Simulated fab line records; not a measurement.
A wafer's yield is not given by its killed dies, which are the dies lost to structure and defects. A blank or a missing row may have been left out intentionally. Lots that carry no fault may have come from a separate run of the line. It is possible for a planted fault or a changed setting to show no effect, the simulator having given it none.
Which tool did it?    flow sky130    Sampling: 14 lots, 41 wafers, 5 of 708 route steps

## WHAT EACH GAUGE READ, for each wafer
SKY_LDD_LDN_OVL_MEAS_07.
lot   measured      on          LDD_LDN_OVL (nm)
L167  day 23 18:11  overlay-01  0.8 2.5 1.1
L169  day 24 15:10  overlay-02  -0.7 -1.5 -1.0
L170  day 25 03:17  overlay-01  -1.2 -1.4 -0.6
L171  day 25 14:29  overlay-01  -0.9 -0.9 -2.8
L175  day 27 00:08  overlay-02  - - -
L177  day 27 11:56  overlay-01  - - -
L178  day 27 13:28  overlay-02  0.8 -1.2 0.4
L179  day 27 20:00  overlay-01  1.9 1.1 2.0
L180  day 28 11:22  overlay-02  1.1 1.3 1.6
L182  day 29 00:01  overlay-01  2.6 1.2
L183  day 29 09:35  overlay-02  -0.1 0.0 0.9
L185  day 29 18:25  overlay-02  0.2 1.7 1.1
L186  day 30 03:58  overlay-02  1.4 0.0 -0.3
L187  day 30 09:40  overlay-02  1.9 2.5 2.4

SKY_LDD_LDN_TW_MEAS_13.
lot   measured      on            LDD_LDN_TW
L167  day 23 18:55  filmMetro-03  1486 1481 1493
L169  day 24 15:55  filmMetro-01  1482 1488 1485
L170  day 25 04:01  filmMetro-03  1485 1486 1476
L171  day 25 15:13  filmMetro-03  1485 1489 1477
L175  day 27 00:53  filmMetro-03  30 30 30
L177  day 27 12:40  filmMetro-02  30 30 30
L178  day 27 14:12  filmMetro-01  1485 1485 1483
L179  day 27 20:44  filmMetro-02  1477 1469 1478
L180  day 28 12:06  filmMetro-01  1484 1488 1489
L182  day 29 00:46  filmMetro-01  1482 1473
L183  day 29 10:20  filmMetro-01  1474 1484 1478
L185  day 29 19:09  filmMetro-02  1468 1460 1469
L186  day 30 04:43  filmMetro-03  1492 1481 1475
L187  day 30 10:25  filmMetro-02  1461 1471 1462

SKY_SD_P_OVL_MEAS_08.
lot   measured      on          SD_P_OVL (nm)
L167  day 26 06:31  overlay-02  0.6 0.7 0.4
L169  day 27 03:04  overlay-02  -0.4 -1.0 -1.1
L170  day 27 15:26  overlay-02  0.4 0.3 1.9
L171  day 28 03:53  overlay-02  3.9 2.7 2.9
L175  day 29 11:32  overlay-02  1.5 -0.5 -0.5
L177  day 29 23:38  overlay-01  1.0 1.9 1.1
L178  day 30 01:02  overlay-02  -1.7 -1.7 -2.0
L179  day 30 06:40  overlay-02  0.7 0.0 0.7
L180  day 30 22:20  overlay-02  0.8 1.1 -0.4
L182  day 31 10:16  overlay-01  0.5 1.7
L183  day 31 19:41  overlay-02  -0.4 -0.5 -0.9
L185  day 32 02:53  overlay-02  0.3 0.8 0.2
L186  day 32 15:20  overlay-01  -1.1 -1.0 -1.3
L187  day 32 17:41  overlay-01  3.1 3.5 1.9

## EACH LOT AND THE TOOL THAT RAN IT (in order: tool; ch and the chambers of the sampled wafers; start)
lot   SKY_LDD_HVP_STRIP_09                 SKY_LDD_LDN_DEVELOP_06
L167  plasmaAsher-03 ch 0, day 22 12:03    lithoTrack-03 ch 0, day 23 18:02
L169  plasmaAsher-03 ch 0,1, day 23 09:33  lithoTrack-02 ch 0, day 24 15:02
L170  plasmaAsher-02 ch 0,1, day 23 21:17  lithoTrack-03 ch 0, day 25 03:08
L171  plasmaAsher-03 ch 0,1, day 24 09:33  lithoTrack-03 ch 0, day 25 14:20
L175  plasmaAsher-02 ch 0,1, day 25 19:14  lithoTrack-03 ch 0, day 27 00:01
L177  plasmaAsher-03 ch 0,1, day 26 06:54  lithoTrack-03 ch 0, day 27 11:47
L178  plasmaAsher-02 ch 0,1, day 26 08:50  lithoTrack-02 ch 0, day 27 13:19
L179  plasmaAsher-01 ch 0,1, day 26 15:12  lithoTrack-04 ch 0, day 27 19:51
L180  plasmaAsher-03 ch 0,1, day 27 06:50  lithoTrack-02 ch 0, day 28 11:13
L182  plasmaAsher-02 ch 0,1, day 27 19:38  lithoTrack-02 ch 0, day 28 23:55
L183  plasmaAsher-02 ch 0,1, day 28 05:23  lithoTrack-02 ch 0, day 29 09:29
L185  plasmaAsher-02 ch 0,1, day 28 14:33  lithoTrack-04 ch 0, day 29 18:15
L186  plasmaAsher-02 ch 0,1, day 28 23:14  lithoTrack-02 ch 0, day 30 03:49
L187  plasmaAsher-02 ch 0, day 29 05:36    lithoTrack-02 ch 0, day 30 09:32
- SKY_LDD_HVP_STRIP_09: strips in O2/N2.
- SKY_LDD_LDN_DEVELOP_06: develop time 60 s.

## AS READ BY THE TOOLS THEMSELVES (means over the sampled wafers that have a number; for cases with no such wafer, the mark the record gives instead)
SKY_LDD_HVP_STRIP_09.
lot   tool            drypumpMotorCurrentA (A)  oesProductAu (a.u.)  stripTimeToEndpointS (s)
L167  plasmaAsher-03  5.50                      0.407                4.119
L169  plasmaAsher-03  5.51                      0.406                4.120
L170  plasmaAsher-02  6.08                      0.408                4.128
L171  plasmaAsher-03  5.52                      0.405                4.128
L175  plasmaAsher-02  5.91                      0.404                4.117
L177  plasmaAsher-03  5.51                      0.408                4.149
L178  plasmaAsher-02  5.91                      0.409                4.128
L179  plasmaAsher-01  5.76                      0.410                4.126
L180  plasmaAsher-03  5.52                      0.409                4.130
L182  plasmaAsher-02  5.98                      0.404                4.111
L183  plasmaAsher-02  6.08                      0.410                4.133
L185  plasmaAsher-02  5.90                      0.411                4.121
L186  plasmaAsher-02  5.90                      0.406                4.152
L187  plasmaAsher-02  5.73                      0.407                4.133

SKY_LDD_LDN_DEVELOP_06.
lot   tool           chillPlateTempC (C)
L167  lithoTrack-03  23.13
L169  lithoTrack-02  22.87
L170  lithoTrack-03  23.08
L171  lithoTrack-03  23.02
L175  lithoTrack-03  23.16
L177  lithoTrack-03  22.92
L178  lithoTrack-02  22.98
L179  lithoTrack-04  23.00
L180  lithoTrack-02  22.90
L182  lithoTrack-02  22.98
L183  lithoTrack-02  22.88
L185  lithoTrack-04  22.96
L186  lithoTrack-02  22.90
L187  lithoTrack-02  23.04

## THE ANSWER, worked out from the rows above alone
Rule: what is usual is taken from the lots themselves. Put in order of their means at a reading, lots are off if they are a third of the lots or fewer, leave a main group of 4 or more, and stand apart from it by a gap of 3 or more times the standard deviation of the main group's means; of several such gaps the widest counts. A main group is skipped when, at the precision printed for the reading in the tables above, its means are all equal. Also off: a lot with no number at a reading for which 4 or more lots have one. Any other lot the step has rows for is counted as sound. The gauges are gone through in route order, then the tools' own readings, and for those a lot's mean is taken as printed above. The first step at which some lot is off is used, and at that step the reading that is off furthest; a lot without a number counts as furthest.
Off: L175, L177, seen at SKY_LDD_LDN_OVL_MEAS_07 (LDD_LDN_OVL). Without a number there: L175, L177. Main group: mean 0.6 nm, sd 1.2.
If a tool, at a process step before that reading, ran all the lots that are off and no sound lot after the first of them, it fits. The gauges at SKY_LDD_LDN_OVL_MEAS_07 aren't tried: what is off there is off at SKY_LDD_LDN_TW_MEAS_13 too, on other tools, and a gauge's error can't cause that. One candidate fits, namely lithoTrack-03 at SKY_LDD_LDN_DEVELOP_06. A fault onset in the window from L171 (day 25 14:20, its last sound lot) to L175 (day 27 00:01, its first lot off) fits.

## WHAT WAS PUT IN BY THE SIMULATOR
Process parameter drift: lithoTrack-03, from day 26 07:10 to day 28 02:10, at SKY_LDD_LDN_DEVELOP_06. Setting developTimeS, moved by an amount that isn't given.
Struck lots among those shown: L175, L177. The rule given above showed the same thing.
